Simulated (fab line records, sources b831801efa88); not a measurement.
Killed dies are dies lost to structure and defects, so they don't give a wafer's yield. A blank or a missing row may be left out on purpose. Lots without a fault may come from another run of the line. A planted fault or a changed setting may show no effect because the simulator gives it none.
Which tool did it? | flow gf180mcu | 24 lots, 72 wafers sampled, at 3 steps of a route of 602

WHAT THE GAUGES READ, wafer by wafer
GF_V2_CD_MEAS_14: target cd 260 nm.
lot  | measured     | on        | cd_nm (nm)
L074 | day 20 07:56 | cd_sem-02 | 260.4 259.2 259.9
L075 | day 21 00:31 | cd_sem-01 | 261.3 259.2 259.5
L077 | day 21 17:30 | cd_sem-02 | 261.4 261.3 261.2
L076 | day 21 17:14 | cd_sem-01 | 261.9 261.7 262.5
L078 | day 22 02:25 | cd_sem-01 | 260.0 259.9 258.9
L079 | day 22 15:51 | cd_sem-01 | 258.8 258.5 258.8
L080 | day 22 16:32 | cd_sem-02 | 260.7 261.5 260.7
L081 | day 23 05:09 | cd_sem-02 | 259.7 260.0 261.1
L082 | day 23 21:12 | cd_sem-02 | 259.5 261.1 261.5
L084 | day 23 22:38 | cd_sem-01 | 260.4 259.9 258.9
L083 | day 23 23:20 | cd_sem-02 | 261.1 259.9 261.5
L085 | day 24 11:45 | cd_sem-02 | 260.3 259.4 261.3
L086 | day 24 13:48 | cd_sem-02 | 258.9 260.5 259.6
L087 | day 25 09:03 | cd_sem-01 | 260.8 259.0 262.3
L088 | day 25 10:27 | cd_sem-01 | 262.5 262.1 261.2
L089 | day 25 21:59 | cd_sem-02 | 258.9 259.3 259.9
L090 | day 25 22:57 | cd_sem-02 | 260.2 260.7 259.7
L091 | day 26 02:40 | cd_sem-02 | 260.9 259.9 260.7
L092 | day 26 09:37 | cd_sem-01 | 257.6 258.4 257.9
L094 | day 26 19:55 | cd_sem-01 | 259.5 259.5 260.4
L093 | day 26 23:41 | cd_sem-02 | 261.5 260.5 260.6
L095 | day 27 02:12 | cd_sem-02 | 258.0 257.2 257.9
L096 | day 27 11:43 | cd_sem-02 | 259.4 258.8 259.1
L097 | day 27 13:10 | cd_sem-01 | 261.1 261.7 261.9

WHICH TOOL RAN EACH LOT (tool, then ch and the chambers of the sampled wafers, then the start)
lot  | GF_CONTACT_ETCH_17                            | GF_M1_SPUTTER_03
L074 | rie_diel-02 ch 2,3, day 16 06:13 or earlier   | pvd_sputter-02, day 16 06:13
L075 | rie_diel-03 ch 0,2, day 16 21:10 or earlier   | pvd_sputter-02, day 16 21:10
L077 | rie_diel-01 ch 0,1,3, day 17 13:28 or earlier | pvd_sputter-04, day 17 13:28
L076 | rie_diel-02 ch 0,2,3, day 17 13:44 or earlier | pvd_sputter-02, day 17 13:44
L078 | rie_diel-03 ch 0,2,3, day 17 21:52 or earlier | pvd_sputter-02, day 17 21:52
L079 | rie_diel-03 ch 1,2, day 18 11:51 or earlier   | pvd_sputter-01, day 18 11:51
L080 | rie_diel-02 ch 0,1,2, day 18 12:48 or earlier | pvd_sputter-04, day 18 12:48
L081 | rie_diel-01 ch 2,3, day 19 02:07 or earlier   | pvd_sputter-01, day 19 02:07
L082 | rie_diel-03 ch 1,2,3, day 19 19:52 or earlier | pvd_sputter-01, day 19 19:52
L084 | rie_diel-02 ch 0,1, day 19 20:37 or earlier   | pvd_sputter-01, day 19 20:37
L083 | rie_diel-03 ch 1,3, day 19 21:16 or earlier   | pvd_sputter-04, day 19 21:16
L085 | rie_diel-02 ch 1,2,3, day 20 12:13 or earlier | pvd_sputter-01, day 20 12:13
L086 | rie_diel-01 ch 0,1,2, day 20 13:37 or earlier | pvd_sputter-04, day 20 13:37
L087 | rie_diel-03 ch 0,1,2, day 21 11:33 or earlier | pvd_sputter-01, day 21 11:33
L088 | rie_diel-02 ch 0,3, day 21 12:43 or earlier   | pvd_sputter-04, day 21 12:43
L089 | rie_diel-01 ch 0,1,3, day 22 01:19 or earlier | pvd_sputter-02, day 22 01:19
L090 | rie_diel-01 ch 0,2,3, day 22 02:34 or earlier | pvd_sputter-02, day 22 02:34
L091 | rie_diel-02 ch 0,1,3, day 22 06:25 or earlier | pvd_sputter-01, day 22 06:25
L092 | rie_diel-02 ch 0,1,3, day 22 15:34 or earlier | pvd_sputter-01, day 22 15:34
L094 | rie_diel-01 ch 1,2, day 23 02:24 or earlier   | pvd_sputter-04, day 23 02:24
L093 | rie_diel-01 ch 2,3, day 23 06:02 or earlier   | pvd_sputter-01, day 23 06:02
L095 | rie_diel-03 ch 1,2,3, day 23 09:07 or earlier | pvd_sputter-02, day 23 09:07
L096 | rie_diel-02 ch 0,3, day 23 19:43 or earlier   | pvd_sputter-02, day 23 19:43
L097 | rie_diel-03 ch 0,1,2, day 23 21:18 or earlier | pvd_sputter-02, day 23 21:18
- GF_CONTACT_ETCH_17: etches SiO2 in C4F8/O2/Ar, stops on CoSi2, target depth 860 nm.
- GF_M1_SPUTTER_03: material Ti, target thk 10 nm, time 6.7 s.

WHAT THE TOOLS THEMSELVES READ (means of the sampled wafers that have a number; where no wafer has one, the mark that the record gives instead)
GF_CONTACT_ETCH_17.
lot  | tool        | oes_product_au (a.u.)
L074 | rie_diel-02 | 0.814
L075 | rie_diel-03 | 0.816
L077 | rie_diel-01 | 0.816
L076 | rie_diel-02 | 0.814
L078 | rie_diel-03 | 0.819
L079 | rie_diel-03 | 0.811
L080 | rie_diel-02 | 0.817
L081 | rie_diel-01 | 0.820
L082 | rie_diel-03 | 0.816
L084 | rie_diel-02 | 0.817
L083 | rie_diel-03 | 0.816
L085 | rie_diel-02 | 0.818
L086 | rie_diel-01 | 0.817
L087 | rie_diel-03 | 0.819
L088 | rie_diel-02 | 0.819
L089 | rie_diel-01 | 0.816
L090 | rie_diel-01 | 0.816
L091 | rie_diel-02 | 0.820
L092 | rie_diel-02 | 0.811
L094 | rie_diel-01 | 0.823
L093 | rie_diel-01 | 0.813
L095 | rie_diel-03 | 0.816
L096 | rie_diel-02 | 0.816
L097 | rie_diel-03 | 0.811

GF_M1_SPUTTER_03.
lot  | tool           | throttle_valve_pct (%)
L074 | pvd_sputter-02 | 29.8
L075 | pvd_sputter-02 | 30.6
L077 | pvd_sputter-04 | 30.3
L076 | pvd_sputter-02 | 30.1
L078 | pvd_sputter-02 | 30.1
L079 | pvd_sputter-01 | 29.3
L080 | pvd_sputter-04 | 30.1
L081 | pvd_sputter-01 | 29.8
L082 | pvd_sputter-01 | 28.4
L084 | pvd_sputter-01 | 29.6
L083 | pvd_sputter-04 | 29.8
L085 | pvd_sputter-01 | 30.2
L086 | pvd_sputter-04 | 29.4
L087 | pvd_sputter-01 | 29.7
L088 | pvd_sputter-04 | 28.1
L089 | pvd_sputter-02 | 30.4
L090 | pvd_sputter-02 | 29.6
L091 | pvd_sputter-01 | 29.2
L092 | pvd_sputter-01 | 29.3
L094 | pvd_sputter-04 | 29.8
L093 | pvd_sputter-01 | 29.9
L095 | pvd_sputter-02 | 29.9
L096 | pvd_sputter-02 | 29.5
L097 | pvd_sputter-02 | 30.2

THE ANSWER, worked out from the rows above alone
Rule: what is usual is taken from the lots themselves. Put in order of their means at a reading, lots are off if they are a third of the lots or fewer, leave a main group of 4 or more, and stand apart from it by a gap of 3 or more times the standard deviation of the main group's means; of several such gaps the widest counts. A main group whose means are all the same, to the digits that the tables above print for the reading, isn't used. A lot without any number at a reading at which 4 lots or more have one is off too. The other lots that the step has rows for count as sound. The gauges are gone through in route order, then the tools' own readings, and for those a lot's mean is taken as printed above. The first step at which some lot is off is used, and at that step the reading that is off furthest; a lot without a number counts as furthest.
No lot is off at any reading shown: from this, nothing can be told.

WHAT THE SIMULATOR HAD PUT IN
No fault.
